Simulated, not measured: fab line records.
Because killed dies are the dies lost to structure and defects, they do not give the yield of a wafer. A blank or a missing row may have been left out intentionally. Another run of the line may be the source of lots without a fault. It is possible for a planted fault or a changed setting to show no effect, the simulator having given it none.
Which of the tools did it? | flow gf180mcu | 24 lots, 72 wafers sampled, at 6 steps of a route of 602

WHAT EACH GAUGE READ, for each wafer
GF_V1_THK_MEAS_25: measures by xrf.
lot  | measured     | on           | V1_W_THK (nm)
L074 | day 18 08:29 | filmMetro-02 | 346 349 342
L075 | day 18 09:07 | filmMetro-04 | 348 339 351
L076 | day 19 00:38 | filmMetro-01 | 350 347 350
L077 | day 19 06:28 | filmMetro-02 | 348 341 350
L078 | day 19 19:57 | filmMetro-04 | 346 352 348
L079 | day 20 03:33 | filmMetro-02 | 349 349 349
L080 | day 20 19:59 | filmMetro-01 | 351 354 357
L081 | day 21 02:20 | filmMetro-01 | 345 354 349
L082 | day 21 12:24 | filmMetro-02 | 351 359 346
L083 | day 21 19:15 | filmMetro-01 | 364 347 357
L084 | day 21 23:12 | filmMetro-01 | 353 356 360
L085 | day 22 07:37 | filmMetro-02 | 358 353 359
L086 | day 22 23:40 | filmMetro-01 | 354 352 358
L087 | day 23 04:30 | filmMetro-04 | 343 355 355
L088 | day 23 09:35 | filmMetro-02 | 345 358 355
L089 | day 23 19:38 | filmMetro-02 | 344 341 347
L090 | day 24 01:30 | filmMetro-04 | 342 339 348
L091 | day 24 08:04 | filmMetro-01 | 353 349 341
L092 | day 24 13:07 | filmMetro-04 | 341 338 342
L093 | day 25 06:24 | filmMetro-02 | 357 354 358
L094 | day 25 08:55 | filmMetro-02 | 359 359 350
L095 | day 25 15:58 | filmMetro-01 | 356 358 357
L096 | day 26 01:37 | filmMetro-01 | 351 352 354
L097 | day 26 08:43 | filmMetro-04 | 344 341 342

GF_V3_THK_MEAS_03.
lot  | measured     | on           | V3_CVD_02_THK (nm)
L074 | day 21 14:28 | filmMetro-02 | 845 842 872
L075 | day 21 14:34 | filmMetro-04 | 845 848 854
L076 | day 22 07:02 | filmMetro-01 | 835 852 868
L077 | day 22 09:57 | filmMetro-02 | 857 838 873
L078 | day 22 22:08 | filmMetro-04 | 842 841 844
L079 | day 23 07:39 | filmMetro-01 | 824 823 838
L080 | day 23 21:55 | filmMetro-04 | 867 877 879
L081 | day 24 04:15 | filmMetro-04 | 855 855 856
L082 | day 24 13:25 | filmMetro-02 | 849 854 858
L083 | day 24 19:55 | filmMetro-02 | 841 860 851
L084 | day 25 00:35 | filmMetro-04 | 837 844 856
L085 | day 25 07:15 | filmMetro-01 | 836 839 860
L086 | day 25 22:32 | filmMetro-04 | 850 859 848
L087 | day 26 04:01 | filmMetro-02 | 825 837 841
L088 | day 26 07:58 | filmMetro-01 | 850 844 850
L089 | day 26 17:01 | filmMetro-02 | 861 872 872
L090 | day 26 22:27 | filmMetro-02 | 839 851 862
L091 | day 27 04:58 | filmMetro-01 | 835 842 837
L092 | day 27 08:52 | filmMetro-01 | 850 853 840
L093 | day 28 00:42 | filmMetro-02 | 840 835 864
L094 | day 28 03:58 | filmMetro-04 | 840 848 864
L095 | day 28 09:32 | filmMetro-02 | 839 851 861
L096 | day 28 18:45 | filmMetro-02 | 846 848 852
L097 | day 29 04:55 | filmMetro-04 | 848 851 850

GF_M5_OVL_MEAS_08.
lot  | measured     | on         | M5_OVL (nm)
L074 | day 26 11:34 | overlay-01 | 0 -4 1
L075 | day 26 12:34 | overlay-01 | 4 5 6
L076 | day 27 02:11 | overlay-01 | -10 -6 -13
L077 | day 27 05:23 | overlay-01 | 1 4 -5
L078 | day 27 15:40 | overlay-01 | -2 1 2
L079 | day 27 23:38 | overlay-01 | -3 4 -1
L080 | day 28 11:38 | overlay-01 | -17 -9 -10
L081 | day 28 18:51 | overlay-02 | -9 -9 -2
L082 | day 29 03:05 | overlay-01 | -7 -6 -4
L083 | day 29 07:08 | overlay-02 | 1 4 1
L084 | day 29 13:38 | overlay-01 | -5 -8 -4
L085 | day 29 17:32 | overlay-01 | -9 -7 -3
L086 | day 30 07:47 | overlay-01 | -5 -11 -4
L087 | day 30 11:55 | overlay-01 | -5 -3 -4
L088 | day 30 16:13 | overlay-01 | -11 -11 -7
L089 | day 30 21:11 | overlay-02 | -10 -12 -12
L090 | day 31 04:55 | overlay-01 | -1 -6 -7
L091 | day 31 09:58 | overlay-01 | -6 -3 -11
L092 | day 31 13:05 | overlay-01 | -8 -7 -3
L093 | day 32 03:47 | overlay-02 | -6 -6 3
L094 | day 32 05:55 | overlay-01 | -3 -6 -3
L095 | day 32 09:53 | overlay-01 | -6 -6 0
L096 | day 32 18:09 | overlay-02 | -10 -11 -13
L097 | day 33 01:35 | overlay-01 | -4 -2 -6

GF_V5_THK_MEAS_03.
lot  | measured     | on           | V5_CVD_02_THK (nm)
L074 | day 26 12:30 | filmMetro-02 | 1409 1423 1434
L075 | day 26 13:29 | filmMetro-02 | 1409 1406 1417
L076 | day 27 03:13 | filmMetro-02 | 1425 1436 1451
L077 | day 27 06:25 | filmMetro-04 | 1442 1437 1461
L078 | day 27 16:37 | filmMetro-01 | 1437 1429 1470
L079 | day 28 00:34 | filmMetro-01 | 1443 1431 1461
L080 | day 28 12:40 | filmMetro-01 | 1410 1436 1434
L081 | day 28 19:47 | filmMetro-04 | 1438 1484 1462
L082 | day 29 04:07 | filmMetro-04 | 1458 1460 1477
L083 | day 29 08:06 | filmMetro-02 | 1448 1473 1457
L084 | day 29 14:34 | filmMetro-01 | 1454 1449 1477
L085 | day 29 18:30 | filmMetro-02 | 1452 1440 1472
L086 | day 30 08:49 | filmMetro-02 | 1445 1488 1469
L087 | day 30 12:57 | filmMetro-02 | 1446 1436 1458
L088 | day 30 17:08 | filmMetro-02 | 1452 1473 1490
L089 | day 30 22:19 | filmMetro-04 | 1451 1482 1459
L090 | day 31 05:52 | filmMetro-01 | 1450 1467 1472
L091 | day 31 10:53 | filmMetro-01 | 1471 1490 1457
L092 | day 31 13:59 | filmMetro-01 | 1436 1417 1447
L093 | day 32 04:43 | filmMetro-04 | 1456 1440 1485
L094 | day 32 06:50 | filmMetro-02 | 1422 1434 1451
L095 | day 32 10:49 | filmMetro-04 | 1422 1453 1462
L096 | day 32 19:04 | filmMetro-02 | 1446 1475 1458
L097 | day 33 02:30 | filmMetro-04 | 1440 1455 1446

GF_TOP_METAL_OVL_MEAS_15.
lot  | measured     | on         | TOP_METAL_OVL (nm)
L074 | day 28 07:05 | overlay-02 | -0.7 -2.8 -1.0
L075 | day 28 08:01 | overlay-01 | -1.6 -2.3 -1.3
L076 | day 28 20:47 | overlay-01 | -3.0 1.9 -1.6
L077 | day 29 00:23 | overlay-01 | -3.7 -0.5 -1.6
L078 | day 29 09:58 | overlay-02 | -1.6 -2.7 0.5
L079 | day 29 17:18 | overlay-01 | -1.0 0.9 -1.6
L080 | day 30 05:57 | overlay-01 | -0.8 -1.7 -2.7
L081 | day 30 11:30 | overlay-01 | -0.1 -1.3 -2.4
L082 | day 30 18:32 | overlay-01 | -3.5 -2.2 -2.1
L083 | day 30 23:15 | overlay-02 | 0.5 0.1 0.3
L084 | day 31 05:38 | overlay-01 | -1.7 -0.4 -1.0
L085 | day 31 08:47 | overlay-01 | -0.9 -1.4 -1.5
L086 | day 31 21:52 | overlay-01 | -1.7 -2.4 -1.3
L087 | day 32 02:46 | overlay-01 | -0.9 -4.3 -2.4
L088 | day 32 05:53 | overlay-02 | -1.2 -2.5 -3.4
L089 | day 32 10:54 | overlay-01 | -1.2 -1.5 -2.0
L090 | day 32 18:26 | overlay-02 | 0.1 0.9 -0.8
L091 | day 32 22:35 | overlay-01 | -1.5 -0.4 -0.2
L092 | day 33 01:23 | overlay-02 | -1.8 -2.2 -1.2
L093 | day 33 14:29 | overlay-02 | -2.0 -2.3 -1.2
L094 | day 33 17:58 | overlay-01 | 2.4 2.4 0.2
L095 | day 33 20:53 | overlay-01 | -1.0 -0.3 -2.0
L096 | day 34 04:36 | overlay-01 | -3.3 -1.2 -3.8
L097 | day 34 12:11 | overlay-01 | -0.8 1.5 -0.6

EACH LOT AND THE TOOL THAT RAN IT (in order: tool; ch and the chambers of the sampled wafers; start)
lot  | GF_V2_CMP_04
L074 | cmp-02 ch 0,1,3, day 19 10:41
L075 | cmp-01 ch 1,2,3, day 19 10:58
L076 | cmp-01 ch 0,2,3, day 20 03:40
L077 | cmp-01 ch 1,2,3, day 20 08:23
L078 | cmp-02 ch 1,3, day 20 21:29
L079 | cmp-02 ch 0,2,3, day 21 05:54
L080 | cmp-01 ch 0,1, day 21 21:10
L081 | cmp-01 ch 0,3, day 22 03:26
L082 | cmp-01 ch 1,2,3, day 22 13:33
L083 | cmp-02 ch 1,3, day 22 20:14
L084 | cmp-01 ch 0,1,3, day 23 00:15
L085 | cmp-02 ch 1,3, day 23 08:22
L086 | cmp-02 ch 0,1, day 23 23:49
L087 | cmp-02 ch 0,2,3, day 24 04:50
L088 | cmp-02 ch 0,1,2, day 24 09:32
L089 | cmp-01 ch 0,3, day 24 19:16
L090 | cmp-01 ch 0,2,3, day 25 01:15
L091 | cmp-02 ch 0,1, day 25 08:15
L092 | cmp-02 ch 0,1,2, day 25 13:17
L093 | cmp-01 ch 0,1,3, day 26 05:07
L094 | cmp-02 ch 0,1,3, day 26 07:49
L095 | cmp-01 ch 0,3, day 26 14:37
L096 | cmp-02 ch 0,2, day 26 23:08
L097 | cmp-01 ch 0,1,3, day 27 11:14
- GF_V2_CMP_04: polishes SiO2.

WHAT THE TOOLS THEMSELVES READ (means of the sampled wafers that have a number; where no wafer has one, the mark that the record gives instead)
GF_V2_CMP_04.
lot  | tool   | motorCurrentA (A) | timeToEndpointS (s)
L074 | cmp-02 | 14.4              | 80
L075 | cmp-01 | 10.4              | 81
L076 | cmp-01 | 10.4              | 79
L077 | cmp-01 | 10.3              | 76
L078 | cmp-02 | 13.7              | 85
L079 | cmp-02 | 14.1              | 87
L080 | cmp-01 | 11.1              | 82
L081 | cmp-01 | 11.7              | 78
L082 | cmp-01 | 10.6              | 75
L083 | cmp-02 | 13.4              | 87
L084 | cmp-01 | 11.1              | 80
L085 | cmp-02 | 14.2              | 77
L086 | cmp-02 | 13.7              | 95
L087 | cmp-02 | 13.9              | 83
L088 | cmp-02 | 13.0              | 84
L089 | cmp-01 | 11.7              | 81
L090 | cmp-01 | 11.2              | 84
L091 | cmp-02 | 14.4              | 89
L092 | cmp-02 | 13.3              | 79
L093 | cmp-01 | 10.9              | 83
L094 | cmp-02 | 13.9              | 82
L095 | cmp-01 | 11.6              | 86
L096 | cmp-02 | 14.0              | 78
L097 | cmp-01 | 11.0              | 78

THE ANSWER, worked out from the rows above alone
Rule: the lots themselves supply what counts as usual. The widest of any qualifying gaps counts: lots, ordered by their means at a reading, are off when they make up no more than a third of the lots, leave a main group of 4 or more, and stand apart from it by 3 or more times the standard deviation of that group's means. A main group is skipped when, at the precision printed for the reading in the tables above, its means are all equal. Also off: a lot with no number at a reading for which 4 or more lots have one. Where the step has rows for the other lots, those lots are counted as sound. First the gauges in route order, then the tools' own readings, where a lot's mean is used as printed above. The first step at which some lot is off is used, and at that step the reading that is off furthest; a lot without a number counts as furthest.
No lot is off at any reading shown: from this, nothing can be told.

WHAT THE SIMULATOR HAD PUT IN
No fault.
